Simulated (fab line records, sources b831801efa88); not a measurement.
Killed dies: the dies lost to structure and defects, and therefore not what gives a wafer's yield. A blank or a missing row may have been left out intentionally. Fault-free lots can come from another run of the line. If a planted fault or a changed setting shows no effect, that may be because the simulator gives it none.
Which tool was responsible? -- flow sky130 -- Sampling: 6 lots, 18 wafers, 4 of 708 route steps

WHAT EACH GAUGE READ, for each wafer
SKY_SONOS_ONO_THK_MEAS_05.
lot,measured,on,SONOS_ONO_CVD_04_THK (nm)
L199,day 11 15:35,film_metro-03,5.69 5.88 5.86
L202,day 13 08:19,film_metro-04,5.48 5.52 5.53
L205,day 14 01:48,film_metro-04,5.67 5.59 5.60
L211,day 15 21:39,film_metro-04,7.00 6.99 7.08 6.98 6.97 7.07
L219,day 18 20:52,film_metro-03,5.67 5.83 5.75
L221,day 19 11:28,film_metro-02,5.70 5.82 5.66

EACH LOT AND THE TOOL THAT RAN IT (in order: tool; ch and the chambers of the sampled wafers; start)
lot,SKY_VT_ADJUST_LVTN_STRIP_09,SKY_VT_ADJUST_LVTN_STRIP_20,SKY_SONOS_ONO_CVD_04
L199,"plasma_asher-01 ch 0,1, day 7 01:26","plasma_asher-04 ch 0,1, day 7 18:32","lpcvd-03 ch 0, day 11 14:20"
L202,"plasma_asher-01 ch 0,1, day 8 06:47","plasma_asher-02 ch 0,1, day 9 04:34","lpcvd-03 ch 1, day 13 07:04"
L205,"plasma_asher-02 ch 0,1, day 8 20:38","plasma_asher-01 ch 0,1, day 9 18:35","lpcvd-03 ch 1, day 14 00:33"
L211,"plasma_asher-01 ch 0, day 10 09:20","plasma_asher-04 ch 0,1, day 11 08:28","lpcvd-03 ch 1, day 15 20:23"
L219,"plasma_asher-02 ch 0,1, day 12 19:23","plasma_asher-01 ch 0,1, day 13 20:40","lpcvd-03 ch 1, day 18 19:37"
L221,"plasma_asher-04 ch 0,1, day 13 11:50","plasma_asher-01 ch 0,1, day 14 13:38","lpcvd-03 ch 0, day 19 10:13"
- SKY_VT_ADJUST_LVTN_STRIP_09: strips in O2/N2.
- SKY_VT_ADJUST_LVTN_STRIP_20: strips in O2/N2.
- SKY_SONOS_ONO_CVD_04: deposits SiO2 from SiH4/N2O, target thk 5.7199 nm.

THE ANSWER, worked out from the rows above alone
Rule: the usual values come from the lots themselves. Put in order of their means at a reading, lots are off if they are a third of the lots or fewer, leave a main group of 4 or more, and stand apart from it by a gap of 3 or more times the standard deviation of the main group's means; of several such gaps the widest counts. A main group whose means are all the same, to the digits that the tables above print for the reading, isn't used. Also off: a lot with no number at a reading for which 4 or more lots have one. Any other lot the step has rows for is counted as sound.
Off: L211, seen at SKY_SONOS_ONO_THK_MEAS_05 (SONOS_ONO_CVD_04_THK). The main group: mean 5.68 nm, standard deviation 0.11.
If a tool, at a process step before that reading, ran all the lots that are off and no sound lot after the first of them, it fits. Those tools and the gauges at SKY_SONOS_ONO_THK_MEAS_05 are tried in the same way. Can't be told from this: 3 tools fit, plasma_asher-01 at SKY_VT_ADJUST_LVTN_STRIP_09, plasma_asher-04 at SKY_VT_ADJUST_LVTN_STRIP_20, film_metro-04 at SKY_SONOS_ONO_THK_MEAS_05.

WHAT WAS PUT IN BY THE SIMULATOR
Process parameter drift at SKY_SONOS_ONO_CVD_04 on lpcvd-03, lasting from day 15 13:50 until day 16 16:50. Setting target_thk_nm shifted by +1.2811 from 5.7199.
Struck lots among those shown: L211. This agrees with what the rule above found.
